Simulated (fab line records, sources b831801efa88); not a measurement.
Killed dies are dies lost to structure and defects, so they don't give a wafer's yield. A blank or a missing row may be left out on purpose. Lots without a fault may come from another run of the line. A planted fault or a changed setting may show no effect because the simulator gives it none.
Which tool did it? | flow gf180mcu | 14 lots, 42 wafers sampled, at 5 steps of a route of 602

WHAT THE GAUGES READ, wafer by wafer
GF_VT_IMPLANT_TW_MEAS_10.
lot  | measured     | on            | VT_IMPLANT_TW
L301 | day 5 14:09  | film_metro-02 | 572 575 572
L302 | day 5 17:46  | film_metro-02 | 572 574 576
L303 | day 6 01:02  | film_metro-02 | 577 572 576
L305 | day 6 16:34  | film_metro-04 | 564 562 564
L306 | day 7 02:28  | film_metro-04 | 564 567 566
L307 | day 7 08:38  | film_metro-03 | 548 550 547
L308 | day 7 11:04  | film_metro-03 | 549 547 550
L310 | day 8 03:46  | film_metro-02 | 577 576 573
L313 | day 8 16:46  | film_metro-04 | 564 564 566
L314 | day 8 23:22  | film_metro-03 | 546 546 546
L318 | day 9 23:04  | film_metro-03 | 552 552 550
L319 | day 10 05:50 | film_metro-03 | 555 552 556
L321 | day 10 19:03 | film_metro-03 | 552 554 553
L322 | day 11 02:28 | film_metro-03 | 546 550 551

GF_VT_IMPLANT_OVL_MEAS_40.
lot  | measured     | on         | VT_IMPLANT_03_OVL (nm)
L301 | day 7 11:22  | overlay-01 | -0.8 -0.9 -0.2
L302 | day 7 15:34  | overlay-01 | -1.3 -2.0 -1.5
L303 | day 7 23:08  | overlay-01 | -0.7 -1.1 -1.4
L305 | day 8 16:35  | overlay-02 | -3.1 -2.5 -4.0
L306 | day 9 03:31  | overlay-01 | -1.9 -2.1 -0.9
L307 | day 9 09:16  | overlay-02 | 2.1 -0.2 0.3
L308 | day 9 13:08  | overlay-02 | -1.5 -2.5 -3.4
L310 | day 10 07:19 | overlay-02 | 1.5 -0.4 -0.2
L313 | day 10 20:55 | overlay-02 | -1.2 -1.9 -1.6
L314 | day 11 04:37 | overlay-02 | -1.8 2.2 -0.6
L318 | day 12 05:34 | overlay-02 | -0.3 -0.6 -1.6
L319 | day 12 13:00 | overlay-01 | 0.8 1.0 2.2
L321 | day 13 03:52 | overlay-01 | -0.5 -2.5 -1.3
L322 | day 13 12:16 | overlay-02 | -0.3 -0.7 0.4

GF_POLY_GATE_CD_MEAS_10: target cd 280 nm.
lot  | measured     | on        | cd_nm (nm)
L301 | day 9 02:02  | cd_sem-02 | 278.2 278.4 278.0
L302 | day 9 07:46  | cd_sem-02 | 281.7 281.2 281.1
L303 | day 9 15:46  | cd_sem-02 | 281.3 280.8 279.9
L305 | day 10 08:58 | cd_sem-02 | 280.0 279.7 280.4
L306 | day 10 21:26 | cd_sem-02 | 280.4 279.7 280.1
L307 | day 11 04:07 | cd_sem-02 | 282.8 284.4 281.6
L308 | day 11 09:31 | cd_sem-02 | 281.1 281.8 280.6
L310 | day 12 05:25 | cd_sem-01 | 281.4 280.5 281.8
L313 | day 12 18:23 | cd_sem-01 | 281.0 281.2 281.5
L314 | day 13 01:37 | cd_sem-01 | 278.6 280.1 280.7
L318 | day 14 03:56 | cd_sem-02 | 255.1 255.1 254.7
L319 | day 14 11:22 | cd_sem-01 | 255.8 256.6 256.0
L321 | day 15 02:20 | cd_sem-02 | 277.9 277.7 277.9
L322 | day 15 15:49 | cd_sem-01 | 281.5 282.0 281.9

GF_HV_LDD_CD_MEAS_19: target cd 400 nm.
lot  | measured     | on        | cd_nm (nm)
L301 | day 10 15:15 | cd_sem-02 | 402.0 402.7 400.8
L302 | day 10 21:07 | cd_sem-02 | 395.5 397.5 397.4
L303 | day 11 05:26 | cd_sem-02 | 399.4 397.7 399.8
L305 | day 12 03:13 | cd_sem-02 | 400.6 397.2 398.0
L306 | day 12 14:04 | cd_sem-01 | 397.4 395.4 398.2
L307 | day 12 20:16 | cd_sem-02 | 397.9 400.3 399.1
L308 | day 13 01:42 | cd_sem-02 | 400.6 402.4 401.8
L310 | day 13 22:49 | cd_sem-01 | 401.6 399.2 398.7
L313 | day 14 13:11 | cd_sem-01 | 399.6 398.1 398.8
L314 | day 14 20:56 | cd_sem-02 | 397.2 397.7 398.6
L318 | day 16 01:29 | cd_sem-01 | 399.8 402.1 399.4
L319 | day 16 08:22 | cd_sem-01 | 401.4 403.0 401.5
L321 | day 17 01:20 | cd_sem-01 | 406.0 403.8 404.3
L322 | day 17 15:35 | cd_sem-02 | 397.8 397.6 398.2

WHICH TOOL RAN EACH LOT (tool, then ch and the chambers of the sampled wafers, then the start)
lot  | GF_POLY_GATE_SOFTBAKE_06
L301 | litho_track-04 ch 0, day 8 17:00
L302 | litho_track-04 ch 0, day 8 23:00
L303 | litho_track-04 ch 0, day 9 06:00
L305 | litho_track-02 ch 0, day 9 23:00
L306 | litho_track-03 ch 0, day 10 13:00
L307 | litho_track-03 ch 0, day 10 18:00
L308 | litho_track-02 ch 0, day 11 00:00
L310 | litho_track-02 ch 0, day 11 19:00
L313 | litho_track-04 ch 0, day 12 08:00
L314 | litho_track-03 ch 0, day 12 15:00
L318 | litho_track-03 ch 0, day 13 17:00
L319 | litho_track-03 ch 0, day 14 00:00
L321 | litho_track-02 ch 0, day 14 15:00
L322 | litho_track-02 ch 0, day 15 05:00
- GF_POLY_GATE_SOFTBAKE_06: time 60 s.

WHAT THE TOOLS THEMSELVES READ (means of the sampled wafers that have a number; where no wafer has one, the mark that the record gives instead)
GF_POLY_GATE_SOFTBAKE_06.
lot  | tool           | heater_power_total_W (W) | plate_temp_C (C)
L301 | litho_track-04 | 93.07                    | 129.92
L302 | litho_track-04 | 93.00                    | 129.91
L303 | litho_track-04 | 93.09                    | 129.94
L305 | litho_track-02 | 93.07                    | 129.99
L306 | litho_track-03 | 93.06                    | 129.95
L307 | litho_track-03 | 93.03                    | 129.95
L308 | litho_track-02 | 92.94                    | 130.07
L310 | litho_track-02 | 93.04                    | 129.67
L313 | litho_track-04 | 93.07                    | 130.04
L314 | litho_track-03 | 93.05                    | 130.27
L318 | litho_track-03 | 99.98                    | 137.22
L319 | litho_track-03 | 99.98                    | 137.41
L321 | litho_track-02 | 93.07                    | 130.00
L322 | litho_track-02 | 93.07                    | 130.03

THE ANSWER, worked out from the rows above alone
Rule: what is usual is taken from the lots themselves. Put in order of their means at a reading, lots are off if they are a third of the lots or fewer, leave a main group of 4 or more, and stand apart from it by a gap of 3 or more times the standard deviation of the main group's means; of several such gaps the widest counts. A main group whose means are all the same, to the digits that the tables above print for the reading, isn't used. A lot without any number at a reading at which 4 lots or more have one is off too. The other lots that the step has rows for count as sound. The gauges are gone through in route order, then the tools' own readings, and for those a lot's mean is taken as printed above. The first step at which some lot is off is used, and at that step the reading that is off furthest; a lot without a number counts as furthest.
Off: L318, L319, at GF_POLY_GATE_CD_MEAS_10 (cd_nm). The main group: mean 280.5 nm, standard deviation 1.4.
A tool fits if, at a process step before that reading, it ran every lot that is off, and no sound lot after the first of them. The gauges at GF_POLY_GATE_CD_MEAS_10 aren't tried: what is off there is off at GF_POLY_GATE_SOFTBAKE_06 too, on other tools, and a gauge's error can't cause that. One fits: litho_track-03 at GF_POLY_GATE_SOFTBAKE_06. Its last sound lot is L314 (day 12 15:00), its first lot that is off L318 (day 13 17:00): a fault that began between those two fits.
The tool's own readings at GF_POLY_GATE_SOFTBAKE_06 bear it out: on the lots that are off they differ by more than 5 times the standard deviation of the sound lots' means. heater_power_total_W reads 99.98 W there against 93.05 W on the sound lots; plate_temp_C reads 137.31 C there against 129.98 C on the sound lots.

WHAT THE SIMULATOR HAD PUT IN
Process parameter drift: litho_track-03, from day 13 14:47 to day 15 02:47, at GF_POLY_GATE_SOFTBAKE_06. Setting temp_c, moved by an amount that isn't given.
Lots struck among those shown: L318, L319. The rule above found the same.
